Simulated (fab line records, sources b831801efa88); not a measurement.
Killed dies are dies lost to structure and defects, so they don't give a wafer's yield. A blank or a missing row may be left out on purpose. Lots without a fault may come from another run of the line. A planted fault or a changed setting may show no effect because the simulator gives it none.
fab line records | flow sky130
record lots=9 wafers=27 last_day=50
route steps=708 shown METAL3@569 VIA3@576 METAL5@663 PASSIVATION@693
lots that met no fault: from a run of the same line without faults
start_h: hours from the record's first day to the start of the lot's first wafer shown | wait_h: hours since the lot's step before | " the same as in the row above | L1.1+2: a row that stands for several wafers | - no value, or no start given | * or withheld: withheld | < > ~ a bound
route shown NAME@n: a module of which the file shows steps, and the number in the route of the first | usual: mean/standard deviation of fault-free wafers | same: alike in all rows | chamber/n: place in a boat | sites: the reading at each site | _std_site: their standard deviation | _edge_site: outer sites' mean less inner sites' | radius_mm: how far each site lies from the wafer's centre | mask NAME#n: copy n | behind: the tool/chamber that last shaped the wafer | hold: why the lot was held/for how many hours/how that ended | device: the transistor (n, p or np) that didn't switch | end of line: the same wafers' tests at the end of the route | a step without rows: its recipe alone | killed: dies lost to structure and defects at the first sort, not the wafer's yield | map: a wafer's dies, x killed, . not, _ none there
set.NAME: the setting as run; set.NAME@STEP: as run at that earlier step | model.NAME: the simulator's own value behind a step, which no gauge read
steps of the route over a sample of lots; a table a step, a row a wafer
services: from which hour (start_h, from the record's first day; less than 0 if before it) a tool's chamber was out of use, for how many hours, and why
## steps
# step SKY_METAL3_STRIP_19
# recipe chemistry=O2/N2 power_w=1400 pressure_mtorr=1500 platen_temp_c=withheld o2_flow_sccm=3000 n2_flow_sccm=300 overash_fraction=0.5
# usual drypump_motor_current_A=6.0/0.52 oes_product_au=0.505/0.0063 strip_time_to_endpoint_s=6.61/0.082
# columns lot.wafer tool chamber start_h wait_h drypump_motor_current_A oes_product_au rf_hours_counter_h strip_time_to_endpoint_s
L436.1 plasma_asher-03 0 914.66 0.1 5.7 0.504 17 6.65
L436.4 " 0 " " 5.8 0.510 - 6.60
L436.5 " 0 " " 5.8 0.519 - 6.83
L437.2 plasma_asher-04 1 919.33 0.2 5.8 0.506 109 6.59
L437.3 " 1 " " 5.8 0.501 - 6.64
L437.6 " 0 " " 6.6 0.506 - 6.64
L439.1 plasma_asher-03 1 927.50 0.1 5.5 0.499 18 6.48
L439.4 " 0 " " 5.8 0.498 - 6.53
L439.6 " 0 " " 5.8 0.500 - 6.66
L441.3 plasma_asher-02 1 948.93 0.1 5.5 0.507 - 6.68
L441.5 " 1 " " 5.5 0.506 - 6.59
L441.6 " 0 " " 6.8 0.506 - 6.60
L442.1 plasma_asher-02 0 949.38 0.1 6.8 0.503 52 6.54
L442.3 " 1 " " 5.5 0.495 - 6.52
L442.5 " 1 " " 5.5 0.509 - 6.64
L444.1 plasma_asher-02 1 964.91 0.1 5.5 0.509 53 6.60
L444.2 " 0 " " 6.8 0.501 53 6.55
L444.6 " 1 " " 5.5 0.498 - 6.44
L448.1 plasma_asher-02 1 999.30 0.1 5.5 0.511 57 6.71
L448.2 " 0 " " 6.7 0.510 57 6.77
L448.5 " 1 " " 5.5 0.518 - 6.80
L454.1 plasma_asher-03 0 1045.90 0.1 5.7 0.514 28 6.64
L454.3 " 1 " " 5.6 0.503 - 6.63
L454.4 " 0 " " 5.8 0.508 - 6.66
L455.3 plasma_asher-02 1 1046.28 0.1 5.6 0.499 - 6.56
L455.4 " 0 " " 6.8 0.517 - 6.65
L455.6 " 1 " " 5.5 0.509 - 6.63
# step SKY_VIA3_BOW_MEAS_03
# recipe mode=bow
# usual VIA3_BOW=79/7.3
# columns lot.wafer tool chamber start_h wait_h VIA3_BOW[um]
L436.1 film_metro-02 - 915.78 0.1 71
L436.4 " - " " 78
L436.5 " - " " 74
L437.2 film_metro-01 - 920.51 0.1 78
L437.3 " - " " 89
L437.6 " - " " 82
L439.1 film_metro-03 - 928.66 0.1 82
L439.4 " - " " 81
L439.6 " - " " 84
L441.3 film_metro-02 - 950.06 0.2 85
L441.5 " - " " 80
L441.6 " - " " 74
L442.1 film_metro-02 - 950.50 0.2 77
L442.3 " - " " 71
L442.5 " - " " 74
L444.1 film_metro-02 - 966.13 0.2 85
L444.2 " - " " 87
L444.6 " - " " 75
L448.1 film_metro-02 - 1000.46 0.1 60
L448.2 " - " " 80
L448.5 " - " " 89
L454.1 film_metro-02 - 1047.02 0.1 81
L454.3 " - " " 68
L454.4 " - " " 79
L455.3 film_metro-02 - 1047.41 0.2 74
L455.4 " - " " 69
L455.6 " - " " 70
# step SKY_METAL5_SPUTTER_02
# recipe material=AlCu target_thk_nm=1150 power_w=10600 time_s=61.2 chamber_pressure_pa=0.4
# usual chamber_pressure_pa=0.4001/0.00081 throttle_valve_pct=30.2/1.1
# columns lot.wafer tool chamber start_h wait_h chamber_pressure_pa throttle_valve_pct
L436.1 pvd_sputter-03 - 1016.82 0.0 0.3992 30.7
L436.4 " - " " 0.3994 32.7
L436.5 " - " " 0.4005 30.1
L437.2 pvd_sputter-03 - 1021.25 0.0 0.4007 30.7
L437.3 " - " " 0.3982 29.8
L437.6 " - " " 0.4000 30.4
L439.1 pvd_sputter-03 - 1028.91 0.0 0.6936 22.5
L439.4 " - " " 0.6938 22.7
L439.6 " - " " 0.6937 23.2
L441.3 pvd_sputter-03 - 1048.86 0.0 0.6932 23.3
L441.5 " - " " 0.6920 24.7
L441.6 " - " " 0.6925 23.4
L442.1 pvd_sputter-03 - 1050.16 0.0 0.6935 23.3
L442.3 " - " " 0.6923 24.6
L442.5 " - " " 0.6937 23.3
L444.1 pvd_sputter-02 - 1061.01 0.0 0.4005 28.8
L444.2 " - " " 0.3988 31.1
L444.6 " - " " 0.4003 30.7
L448.1 pvd_sputter-04 - 1093.31 0.0 0.4017 29.3
L448.2 " - " " 0.3998 29.0
L448.5 " - " " 0.4009 29.3
L454.1 pvd_sputter-04 - 1133.23 0.0 0.4009 29.2
L454.3 " - " " 0.4000 31.2
L454.4 " - " " 0.3997 29.2
L455.3 pvd_sputter-03 - 1135.39 0.0 0.4001 30.3
L455.4 " - " " 0.4005 29.9
L455.6 " - " " 0.4002 32.6
# step SKY_METAL5_RS_MEAS_05
# recipe thk_meas_gauge=four-point-probe reads=TiN_of_METAL5_SPUTTER_04+Ti_of_METAL5_SPUTTER_03+AlCu_of_METAL5_SPUTTER_02+TiN_of_METAL5_SPUTTER_01+Ti_of_METAL5_SPUTTER_00
# usual METAL5_ALCU_RS=0.0272/0.00032
# columns lot.wafer tool chamber start_h wait_h METAL5_ALCU_RS[ohm/sq]
L436.1 film_metro-03 - 1016.94 0.0 0.0271
L436.4 " - " " 0.0269
L436.5 " - " " 0.0268
L437.2 film_metro-03 - 1021.39 0.0 0.0270
L437.3 " - " " 0.0267
L437.6 " - " " 0.0270
L439.1 film_metro-04 - 1029.03 0.0 0.0316
L439.4 " - " " 0.0317
L439.6 " - " " 0.0322
L441.3 film_metro-04 - 1049.01 0.1 0.0326
L441.5 " - " " 0.0320
L441.6 " - " " 0.0325
L442.1 film_metro-04 - 1050.28 0.0 0.0321
L442.3 " - " " 0.0320
L442.5 " - " " 0.0323
L444.1 film_metro-02 - 1061.13 0.0 0.0268
L444.2 " - " " 0.0269
L444.6 " - " " 0.0273
L448.1 film_metro-04 - 1093.43 0.0 0.0274
L448.2 " - " " 0.0268
L448.5 " - " " 0.0273
L454.1 film_metro-03 - 1133.35 0.0 0.0275
L454.3 " - " " 0.0275
L454.4 " - " " 0.0276
L455.3 film_metro-03 - 1135.55 0.1 0.0276
L455.4 " - " " 0.0272
L455.6 " - " " 0.0275
# step SKY_METAL5_THK_MEAS_06
# recipe thk_meas_gauge=xrf reads=AlCu_of_METAL5_SPUTTER_02
# usual METAL5_ALCU_THK=1159/15
# columns lot.wafer tool chamber start_h wait_h METAL5_ALCU_THK[nm]
L436.1 film_metro-03 - 1017.06 0.1 1170
L436.4 " - " " 1169
L436.5 " - " " 1179
L437.2 film_metro-03 - 1021.50 0.1 1169
L437.3 " - " " 1188
L437.6 " - " " 1166
L439.1 film_metro-04 - 1029.15 0.1 996
L439.4 " - " " 985
L439.6 " - " " 981
L441.3 film_metro-04 - 1049.11 0.1 974
L441.5 " - " " 986
L441.6 " - " " 975
L442.1 film_metro-04 - 1050.40 0.1 982
L442.3 " - " " 988
L442.5 " - " " 978
L444.1 film_metro-02 - 1061.25 0.1 1183
L444.2 " - " " 1192
L444.6 " - " " 1173
L448.1 film_metro-04 - 1093.55 0.1 1145
L448.2 " - " " 1160
L448.5 " - " " 1143
L454.1 film_metro-03 - 1133.47 0.1 1146
L454.3 " - " " 1154
L454.4 " - " " 1151
L455.3 film_metro-03 - 1135.65 0.1 1139
L455.4 " - " " 1169
L455.6 " - " " 1151
# step SKY_METAL5_METAL_ETCH_15
# recipe target_depth_a=12600 stop_on=SiO2 over_etch_frac=0.2 time_s=247.3 chemistry=Cl2/BCl3 resist_sidewall_deg=86 pressure_mtorr=10 icp_w=900 bias_w=48.5 Cl2_flow_sccm=60 bcl3_flow_sccm=30
# usual drypump_motor_current_A=5.6/0.4 oes_product_au=0.903/0.005 throttle_valve_pct=22.265/0.01
# columns lot.wafer tool chamber start_h wait_h drypump_motor_current_A oes_product_au rf_hours_counter_h throttle_valve_pct
L436.1 rie_metal-02 1 1039.52 0.0 6.2 0.904 2 22.266
L436.4 " 0 " " 5.3 0.894 - 22.292
L436.5 " 1 " " 6.2 0.903 - 22.257
L437.2 rie_metal-01 0 1044.37 0.0 5.1 0.906 18 22.267
L437.3 " 1 " " 5.7 0.899 - 22.247
L437.6 " 1 " " 5.6 0.897 - 22.246
L439.1 rie_metal-03 0 1051.12 0.0 5.7 0.853 22 22.275
L439.4 " 1 " " 5.8 0.843 - 22.276
L439.6 " 1 " " 5.8 0.846 - 22.255
L441.3 rie_metal-03 1 1070.41 0.2 5.8 0.835 - 22.250
L441.5 " 1 " " 5.8 0.842 - 22.261
L441.6 " 1 " " 5.8 0.826 - 22.263
L442.1 rie_metal-02 1 1071.67 0.0 6.2 0.842 4 22.269
L442.3 " 1 " " 6.3 0.841 - 22.260
L442.5 " 1 " " 6.2 0.831 - 22.249
L444.1 rie_metal-02 1 1082.22 0.0 6.3 0.905 4 22.273
L444.2 " 0 " " 5.2 0.903 14 22.264
L444.6 " 0 " " 5.3 0.896 - 22.266
L448.1 rie_metal-03 1 1114.10 0.1 5.8 0.907 13 22.263
L448.2 " 1 " " 5.8 0.903 - 22.248
L448.5 " 1 " " 5.8 0.904 - 22.273
L454.1 rie_metal-02 0 1151.60 0.0 5.2 0.907 19 22.264
L454.3 " 1 " " 6.3 0.907 - 22.262
L454.4 " 0 " " 5.2 0.906 - 22.263
L455.3 rie_metal-03 1 1153.90 0.1 5.8 0.908 - 22.255
L455.4 " 0 " " 5.6 0.900 - 22.272
L455.6 " 1 " " 5.8 0.900 - 22.275
# step SKY_PASSIVATION_STRIP_12
# recipe chemistry=O2/N2 power_w=1400 pressure_mtorr=1500 platen_temp_c=withheld overash_fraction=0.7 o2_flow_sccm=3000 n2_flow_sccm=300
# usual drypump_motor_current_A=5.9/0.51 oes_product_au=0.661/0.0041 strip_time_to_endpoint_s=31.55/0.17
# columns lot.wafer tool chamber start_h wait_h drypump_motor_current_A oes_product_au rf_hours_counter_h strip_time_to_endpoint_s
L436.1 plasma_asher-03 1 1062.77 0.1 5.6 0.657 29 31.35
L436.4 " 0 " " 5.8 0.669 - 31.67
L436.5 " 0 " " 5.8 0.669 - 31.56
L437.2 plasma_asher-03 1 1067.77 0.1 5.5 0.659 30 31.44
L437.3 " 0 " " 5.8 0.664 - 31.76
L437.6 " 1 " " 5.6 0.654 - 31.43
L439.1 plasma_asher-02 0 1073.97 0.1 6.7 0.665 66 31.40
L439.4 " 0 " " 6.8 0.661 - 31.83
L439.6 " 1 " " 5.5 0.661 - 31.50
L441.3 plasma_asher-03 1 1092.97 0.1 5.5 0.646 - 31.57
L441.5 " 1 " " 5.5 0.663 - 31.57
L441.6 " 0 " " 5.7 0.663 - 31.57
L442.1 plasma_asher-01 1 1093.62 0.1 6.4 0.659 98 31.31
L442.3 " 0 " " 5.4 0.661 - 31.58
L442.5 " 1 " " 6.4 0.660 - 31.57
L444.1 plasma_asher-01 0 1103.02 0.1 5.4 0.661 99 31.43
L444.2 " 1 " " 6.4 0.664 99 31.74
L444.6 " 0 " " 5.4 0.657 - 31.68
L448.1 plasma_asher-02 0 1134.57 0.1 6.8 0.665 72 31.70
L448.2 " 1 " " 5.5 0.651 72 31.46
L448.5 " 0 " " 6.7 0.662 - 31.54
L454.1 plasma_asher-03 1 1170.13 0.1 5.6 0.658 41 31.72
L454.3 " 1 " " 5.5 0.658 - 31.31
L454.4 " 0 " " 5.7 0.662 - 31.54
L455.3 plasma_asher-02 0 1171.37 0.1 6.7 0.658 - 31.63
L455.4 " 1 " " 5.6 0.659 - 31.31
L455.6 " 1 " " 5.5 0.658 - 31.34
## services
# columns tool chamber start_h hours kind
rie_metal-03 1 900.15 13.4 repair
pvd_sputter-03 - 905.08 4.4 repair
rie_metal-03 0 909.25 1.6 repair
pvd_sputter-03 - 922.13 2.1 repair
pvd_sputter-04 - 937.91 3.2 repair
plasma_asher-02 - 949.92 2.8 pm
plasma_asher-01 - 951.16 2.2 repair
plasma_asher-04 - 958.17 13.8 repair
pvd_sputter-04 - 958.73 3.6 repair
plasma_asher-03 - 981.30 34.6 repair
rie_metal-02 - 988.15 0.1 repair
plasma_asher-01 - 1016.83 14.6 pm
rie_metal-02 - 1020.31 0.2 repair
plasma_asher-04 - 1055.25 9.0 pm
rie_metal-03 0 1061.91 19.3 repair
rie_metal-02 1 1065.30 4.9 repair
plasma_asher-01 - 1081.95 4.3 repair
plasma_asher-04 - 1090.22 5.1 repair
pvd_sputter-03 - 1101.59 2.5 repair
plasma_asher-04 - 1119.76 2.4 repair
plasma_asher-04 - 1129.40 1.8 repair
rie_metal-01 0 1138.01 1.0 repair
plasma_asher-01 - 1143.97 7.7 repair
plasma_asher-01 - 1150.01 2.2 repair
## key
first_sign step=SKY_METAL5_SPUTTER_02 reading=chamber_pressure_pa direction=up sigmas=99+ usual=0.4001 struck=0.6931
effect step=SKY_METAL5_SPUTTER_02 reading=throttle_valve_pct direction=down sigmas=6.3 usual=30.2 struck=23.4
effect step=SKY_METAL5_RS_MEAS_05 reading=METAL5_ALCU_RS direction=up sigmas=16 usual=0.0272 struck=0.0321
effect step=SKY_METAL5_THK_MEAS_06 reading=METAL5_ALCU_THK direction=down sigmas=11 usual=1159 struck=983
effect step=SKY_METAL5_METAL_ETCH_15 reading=oes_product_au direction=down sigmas=12 usual=0.903 struck=0.840
met_at SKY_METAL5_SPUTTER_02
struck_lots L439,L441,L442
not_acting_at SKY_METAL3_STRIP_19,SKY_VIA3_BOW_MEAS_03,SKY_PASSIVATION_STRIP_12
onset_between 1021.25 1028.91
fault kind=process_parameter_drift tool=pvd_sputter-03 chamber=- onset_h=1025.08 steps=SKY_METAL5_SPUTTER_02 channel=chamber_pressure_pa offset=0.29316 shape=step end_h=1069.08 acts_in=these_recipes_only stated=0.4
